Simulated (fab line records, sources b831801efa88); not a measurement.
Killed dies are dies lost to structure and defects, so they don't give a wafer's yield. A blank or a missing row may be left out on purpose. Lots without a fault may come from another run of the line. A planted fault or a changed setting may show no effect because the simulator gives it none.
Which tool did it? | flow sky130 | 13 lots, 39 wafers sampled, at 5 steps of a route of 708

WHAT THE GAUGES READ, wafer by wafer
SKY_VT_ADJUST_HVTP_CD_MEAS_07: target cd 380 nm. Usual: cd_nm 379.9 nm, standard deviation 2.6.
lot  | measured     | on        | cd_nm (nm)        | flag
L209 | day 6 05:05  | cd_sem-01 | 376.8 377.5 377.7 |
L210 | day 6 10:52  | cd_sem-02 | 383.2 382.4 383.9 |
L212 | day 7 03:55  | cd_sem-01 | 377.6 379.7 380.0 |
L213 | day 7 04:11  | cd_sem-02 | 379.6 378.2 377.8 |
L214 | day 7 19:55  | cd_sem-01 | 378.1 375.4 376.3 |
L217 | day 8 09:01  | cd_sem-01 | 378.5 377.0 378.6 |
L218 | day 8 15:20  | cd_sem-01 | 381.8 380.7 382.9 |
L222 | day 9 12:55  | cd_sem-02 | 380.0 379.4 381.3 |
L223 | day 9 17:57  | cd_sem-02 | 376.7 379.6 376.7 |
L224 | day 10 03:13 | cd_sem-02 | 380.0 380.8 380.3 |
L227 | day 10 20:38 | cd_sem-01 | 381.8 379.5 383.0 |
L229 | day 11 07:34 | cd_sem-02 | 382.6 380.7 381.7 |
L232 | day 12 04:51 | cd_sem-01 | 377.3 379.0 377.7 |

SKY_VT_ADJUST_LVTN_OVL_MEAS_18. Usual: VT_ADJUST_LVTN_01_OVL 0.3 nm, standard deviation 1.2.
lot  | measured     | on         | VT_ADJUST_LVTN_01_OVL (nm) | flag
L209 | day 7 21:41  | overlay-02 | 0.7 0.2 -0.2               |
L210 | day 8 03:16  | overlay-01 | 1.5 2.8 2.3                |
L212 | day 8 21:44  | overlay-01 | 1.0 1.5 0.0                |
L213 | day 8 22:18  | overlay-01 | 0.5 0.3 0.2                |
L214 | day 9 14:52  | overlay-01 | -2.2 2.1 -0.6              |
L217 | day 10 04:43 | overlay-02 | 3.8 1.3 1.8                |
L218 | day 10 12:20 | overlay-02 | -0.2 -0.5 -1.0             |
L222 | day 11 10:38 | overlay-01 | -0.9 -0.6 -0.8             |
L223 | day 11 17:01 | overlay-01 | 0.8 1.0 1.1                |
L224 | day 12 02:41 | overlay-01 | -1.8 -1.4 -0.6             |
L227 | day 12 21:31 | overlay-01 | 1.2 -0.3 -0.8              |
L229 | day 13 08:28 | overlay-01 | -0.6 -1.2 -0.6             |
L232 | day 14 07:42 | overlay-02 | -1.5 0.6 1.2               |

SKY_SONOS_TUNNEL_OVL_MEAS_08. Usual: SONOS_TUNNEL_OVL 0.5 nm, standard deviation 1.3.
lot  | measured     | on         | SONOS_TUNNEL_OVL (nm) | flag
L209 | day 11 14:08 | overlay-02 | 0.6 2.1 -0.7          |
L210 | day 11 21:01 | overlay-01 | 0.2 1.3 0.7           |
L212 | day 12 18:29 | overlay-02 | -1.4 -2.0 -0.3        |
L213 | day 12 20:59 | overlay-01 | 0.7 0.8 1.0           |
L214 | day 13 13:13 | overlay-02 | 2.1 1.1 1.1           |
L217 | day 14 06:10 | overlay-01 | 0.0 0.5 0.6           |
L218 | day 14 14:09 | overlay-02 | 2.0 0.1 1.0           |
L222 | day 15 17:28 | overlay-01 | 0.3 -0.3 1.8          |
L223 | day 15 22:37 | overlay-01 | 2.1 0.9 0.0           |
L224 | day 16 10:28 | overlay-01 | 1.6 4.4 2.8           |
L227 | day 17 08:09 | overlay-02 | -0.6 0.7 1.4          |
L229 | day 17 22:26 | overlay-02 | -2.8 1.4 -1.6         |
L232 | day 19 01:19 | overlay-02 | 0.8 -1.5 -1.5         |

SKY_SONOS_TUNNEL_TW_MEAS_12. Usual: SONOS_TUNNEL_TW 199.0, standard deviation 1.2.
lot  | measured     | on            | SONOS_TUNNEL_TW   | flag
L209 | day 11 14:35 | film_metro-04 | 200.5 200.4 199.0 |
L210 | day 11 21:27 | film_metro-02 | 197.4 198.5 198.9 |
L212 | day 12 18:58 | film_metro-04 | 199.7 198.8 199.4 |
L213 | day 12 21:27 | film_metro-04 | 198.5 199.6 198.8 |
L214 | day 13 13:40 | film_metro-02 | 200.4 199.9 199.8 |
L217 | day 14 06:41 | film_metro-02 | 198.8 199.7 201.0 |
L218 | day 14 14:37 | film_metro-04 | 199.6 199.8 199.2 |
L222 | day 15 17:56 | film_metro-02 | 191.1 190.9 190.0 | OFF
L223 | day 15 23:06 | film_metro-02 | 190.3 189.9 190.1 | OFF
L224 | day 16 10:56 | film_metro-03 | 188.4 188.4 189.1 | OFF
L227 | day 17 08:46 | film_metro-04 | 200.9 199.0 199.6 |
L229 | day 17 22:53 | film_metro-03 | 195.3 195.0 196.1 |
L232 | day 19 01:49 | film_metro-03 | 197.6 196.7 197.7 |

WHICH TOOL RAN EACH LOT (tool, then ch and the chambers of the sampled wafers, then the start)
lot  | SKY_SONOS_TUNNEL_IMPLANT_09
L209 | implanter-04 ch 0, day 11 14:11
L210 | implanter-04 ch 0, day 11 21:02
L212 | implanter-01 ch 0, day 12 18:35
L213 | implanter-01 ch 0, day 12 21:02
L214 | implanter-03 ch 0, day 13 13:16
L217 | implanter-03 ch 0, day 14 06:13
L218 | implanter-04 ch 0, day 14 14:13
L222 | implanter-01 ch 0, day 15 17:31
L223 | implanter-01 ch 0, day 15 22:43
L224 | implanter-01 ch 0, day 16 10:31
L227 | implanter-03 ch 0, day 17 08:14
L229 | implanter-03 ch 0, day 17 22:29
L232 | implanter-01 ch 0, day 19 01:25
- SKY_SONOS_TUNNEL_IMPLANT_09

WHAT THE TOOLS THEMSELVES READ (means of the sampled wafers that have a number; where no wafer has one, the mark that the record gives instead)
SKY_SONOS_TUNNEL_IMPLANT_09. Usual: beam_energy_keV 19.999, standard deviation 0.0065; beam_on_s 10.02 s, standard deviation 0.2; faraday_current_uA 5.63, standard deviation 0.11.
lot  | tool         | beam_energy_keV | beam_on_s (s) | faraday_current_uA | flag
L209 | implanter-04 | 19.991          | 10.10         | 5.60               |
L210 | implanter-04 | 19.998          | 10.14         | 5.56               |
L212 | implanter-01 | 19.996          | 10.20         | 5.53               |
L213 | implanter-01 | 19.999          | 9.97          | 5.67               |
L214 | implanter-03 | 19.990          | 9.99          | 5.64               |
L217 | implanter-03 | 19.995          | 9.90          | 5.69               |
L218 | implanter-04 | 19.997          | 9.88          | 5.69               |
L222 | implanter-01 | 20.000          | 8.40          | 6.73               | OFF
L223 | implanter-01 | 20.009          | 8.40          | 6.71               | OFF
L224 | implanter-01 | 20.007          | 8.40          | 6.72               | OFF
L227 | implanter-03 | 20.002          | 9.98          | 5.64               |
L229 | implanter-03 | 20.002          | 10.03         | 5.63               |
L232 | implanter-01 | 20.005          | 10.38         | 5.42               |

THE ANSWER, worked out from the rows above alone
Rule: a lot is off if the mean of its wafers that have a number lies more than 3 standard deviations from the usual mean. A lot without any number at a reading at which 4 lots or more have one is off too. The other lots that the step has rows for count as sound. The gauges are gone through in route order, then the tools' own readings, and for those a lot's mean is taken as printed above. The first step at which some lot is off is used, and at that step the reading that is off furthest; a lot without a number counts as furthest.
Off: L222, L223, L224, at SKY_SONOS_TUNNEL_TW_MEAS_12 (SONOS_TUNNEL_TW).
A tool fits if, at a process step before that reading, it ran every lot that is off, and no sound lot after the first of them. The gauges at SKY_SONOS_TUNNEL_TW_MEAS_12 aren't tried: what is off there is off at SKY_SONOS_TUNNEL_IMPLANT_09 too, on other tools, and a gauge's error can't cause that. None of those tried fits.

WHAT THE SIMULATOR HAD PUT IN
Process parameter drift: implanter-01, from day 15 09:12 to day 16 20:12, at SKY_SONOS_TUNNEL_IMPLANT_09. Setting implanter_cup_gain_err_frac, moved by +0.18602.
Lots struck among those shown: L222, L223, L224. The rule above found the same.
